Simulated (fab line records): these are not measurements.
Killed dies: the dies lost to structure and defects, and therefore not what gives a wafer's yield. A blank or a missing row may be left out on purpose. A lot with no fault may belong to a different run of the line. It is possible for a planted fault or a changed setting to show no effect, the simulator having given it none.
2 desks looking at one fault    flow gf180mcu    every desk sees just its own numbers, and what lay behind them comes last

THE TOOL OWNER'S DESK: implanter-04
For each lot that ran on this tool, the mean over its sampled wafers that have a number, from the tool's own readings at GF_LVPWELL_IMPLANT_08. Marked OUT: a lot whose mean sits more than 4 standard deviations from the usual mean, which makes it out of limits; the brackets give that distance.
Columns: A = tilt-deg at GF_LVPWELL_IMPLANT_08, usual -0.002 degrees
lot   first seen here  A
L309  day 4 05:08      0.024
L311  day 4 13:24      -0.004
L315  day 5 11:23      -0.002
L325  day 7 19:23      -0.025
L326  day 8 03:11      -0.017
L327  day 8 14:14      0.005
L330  day 9 04:02      -0.004
This desk's finding: nothing out of limits on any of the 7 lots.

FROM THE METROLOGY DESK
Lot by lot, what the gauges showed, no matter which tool ran the lot: averages of those sampled wafers that carry a number. Marked OUT: a lot whose mean sits more than 4 standard deviations from the usual mean, which makes it out of limits; the brackets give that distance.
Columns: A = LVPWELL_TW at GF_LVPWELL_TW_MEAS_11, usual 565.0; B = LVPWELL_RS at GF_VT_IMPLANT_RS_MEAS_48, usual 1196 ohm/sq
lot   first seen here  A                 B
L308  day 3 21:48      563.1             1196
L309  day 4 05:30      564.9             1194
L311  day 4 13:47      560.3             1210 (+4.3) OUT
L312  day 4 20:14      565.0             1197
L315  day 5 11:43      552.4 (-4.5) OUT  1239 (+13) OUT
L322  day 7 03:44      561.0             1196
L325  day 7 19:46      566.1             1202
L326  day 8 03:33      566.7             1197
L327  day 8 14:36      565.5             1198
L328  day 8 20:25      563.0             1198
L329  day 9 00:40      571.6             1195
L330  day 9 04:26      561.0             1202
L331  day 9 12:09      566.5             1198
Per this desk, out of limits: L311, L315; the first was L315, day 5 11:43 (LVPWELL_TW at GF_LVPWELL_TW_MEAS_11). Within limits: L308, L309, L312, L322, L325, L326, L327, L328, L329, L330, L331.

TAKEN TOGETHER
At day 5 11:43 the metrology desk could have sounded an alarm, on L311, L315.
The tool owner's desk saw nothing out of limits.
The tool owner's desk has L311, L315 on record, within its limits.
Of the lots named, all ran GF_LVPWELL_IMPLANT_08 on implanter-04.

WHAT THE SIMULATOR HAD INSERTED
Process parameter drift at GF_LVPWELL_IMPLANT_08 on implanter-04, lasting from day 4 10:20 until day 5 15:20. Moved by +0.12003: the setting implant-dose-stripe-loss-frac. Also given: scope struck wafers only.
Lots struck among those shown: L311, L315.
Per desk, hours elapsed from the start of the fault to the first reading out of limits: for the metrology desk, 25.
